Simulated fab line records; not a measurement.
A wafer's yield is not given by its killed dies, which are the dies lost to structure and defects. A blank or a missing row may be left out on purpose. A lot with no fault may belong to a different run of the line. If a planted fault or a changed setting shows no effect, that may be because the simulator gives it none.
Comparing a struck lot with a sound one / flow gf180mcu / 14 steps out of a route of 602
Sound: wafers L616.1, L616.2, L616.3. Wafers struck: L626.1, L626.3, L626.5. Last of all comes the cause.
For every step that has rows: the tool of each side, followed by ch and its chambers, followed by its first start. Under that, the readings that differ: sound wafers / struck wafers / difference of the means / sigmas: that difference in standard deviations of wafers without a fault.
alike: same words and numbers on both sides, and readings whose means sit less than 2 such deviations apart. not compared: any withheld reading, any reading some wafer has no value for, any bound like >300 that may hide the same value, and any number with overlapping values for which the record gives no deviation.
A row with sigmas, a row that says differs or no value, or rows on one side alone: a step with any of these is where the two part. Non-overlapping numbers with no deviation appear without sigmas and do not part them. A reading that every wafer of one side lacks parts them only if that side has two wafers or more.

GF_POLY_GATE_OVL_MEAS_11:
  sound on overlay-01 at day 10 19:40; struck on overlay-02 at day 13 18:58
  alike: POLY_GATE_OVL
GF_POLY_GATE_ETCH_12: etches BARC in N2/H2.
  sound on rie_diel-04 ch 1,2,3, day 10 19:43; struck on rie_diel-01 ch 2,3, day 13 19:00
  alike: drypump_motor_current_A, oes_product_au, throttle_valve_pct
GF_POLY_GATE_ETCH_13: etches poly-Si in HBr/Cl2, stops on SiO2, target depth 198.5 nm, time 69.6 s.
  sound on rie_si-02 ch 1,2,3, day 10 19:46; struck on rie_si-02 ch 0,1,3, day 13 19:03
reading=throttle_valve_pct (%); sound=33.671 33.671 33.676; struck=33.696 33.691 33.684; difference=+0.018; sigmas=+2
  alike: drypump_motor_current_A, oes_product_au
  not compared: rf_hours_counter_h
GF_POLY_GATE_STRIP_14: strips in O2/N2.
  sound on plasma_asher-02 ch 0,1, day 10 19:49; struck on plasma_asher-02 ch 1, day 13 19:07
  alike: drypump_motor_current_A, heater_power_w, oes_product_au
  not compared: rf_hours_counter_h
then, 2 steps without rows for these wafers: GF_POLY_GATE_CLEAN_15 (cleans in SC1/SC2, time 150 s); GF_POLY_GATE_OXIDATION_16 (stabilise 600 s, purge 300 s, target thk 4 nm).
GF_POLY_GATE_THK_MEAS_17:
  sound on film_metro-01 at day 10 21:13; struck on film_metro-04 at day 13 21:38
  alike: POLY_GATE_OXIDATION_THK
GF_POLY_GATE_CD_MEAS_18:
  sound on cd_sem-01 at day 10 21:16; struck on cd_sem-02 at day 13 21:42
  alike: cd_nm
then, 4 steps without rows for these wafers: GF_HV_LDD_DEHYDRATE_00 (time 60 s); GF_HV_LDD_HMDS_01 (prime time 60 s); GF_HV_LDD_COAT_02 (resist thk 1000 nm); GF_HV_LDD_SOFTBAKE_03 (time 60 s).
GF_HV_LDD_EXPOSE_04: exposes mask Nplus LV AREA, target cd 400 nm.
  struck on iline_stepper-02, day 14 08:20; sound on iline_stepper-02 ch 0, day 11 07:05
  no value came back on the struck wafers for exposure_dose_mJ_cm2, focus_offset_nm (nm), stage_vel_mm_s (mm/s); on the sound wafers exposure_dose_mJ_cm2 reads 139.69 140.03 139.83
  alike: mask
then, 1 step without rows for these wafers: GF_HV_LDD_PEB_05.

== WHERE THEY PART ==
Last at GF_HV_LDD_EXPOSE_04 as far as this record goes, first at GF_POLY_GATE_ETCH_13.

WHY: whatever the simulator had introduced
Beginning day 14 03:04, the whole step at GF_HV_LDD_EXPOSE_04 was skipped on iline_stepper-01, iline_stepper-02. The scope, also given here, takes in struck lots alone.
